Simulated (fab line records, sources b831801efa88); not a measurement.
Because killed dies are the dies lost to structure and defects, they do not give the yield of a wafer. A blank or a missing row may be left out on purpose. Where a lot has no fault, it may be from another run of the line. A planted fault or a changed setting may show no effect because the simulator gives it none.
The tool behind it: which one?    flow sky130    18 wafers sampled from 6 lots at 1 step of a route of 708

== WHAT EACH GAUGE READ, for each wafer ==
SKY_POLY_CUT_CD_MEAS_08: target cd 270 nm.
lot   measured      on         cd nm (nm)
L319  day 25 13:58  cd sem-01  266.7 266.0 266.0
L321  day 25 21:19  cd sem-01  270.3 270.4 270.2
L322  day 26 06:05  cd sem-01  267.8 268.3 269.4
L326  day 27 14:28  cd sem-01  269.1 267.4 268.3
L333  day 30 06:29  cd sem-01  270.5 269.5 270.3
L337  day 31 05:01  cd sem-01  270.1 269.0 269.1

== EACH LOT AND THE TOOL THAT RAN IT (in order: tool; ch and the chambers of the sampled wafers; start) ==
The record holds no process step before these readings.

== THE ANSWER, worked out from the rows above alone ==
Rule: the usual values come from the lots themselves. Put in order of their means at a reading, lots are off if they are a third of the lots or fewer, leave a main group of 4 or more, and stand apart from it by a gap of 3 or more times the standard deviation of the main group's means; of several such gaps the widest counts. The tables above print the reading to a certain number of digits; a main group whose means all agree to those digits is not used. A lot without any number at a reading at which 4 lots or more have one is off too. Where the step has rows for the other lots, those lots are counted as sound.
No lot is off on any of the readings shown, so nothing can be concluded from this.

== WHAT THE SIMULATOR HAD PUT IN ==
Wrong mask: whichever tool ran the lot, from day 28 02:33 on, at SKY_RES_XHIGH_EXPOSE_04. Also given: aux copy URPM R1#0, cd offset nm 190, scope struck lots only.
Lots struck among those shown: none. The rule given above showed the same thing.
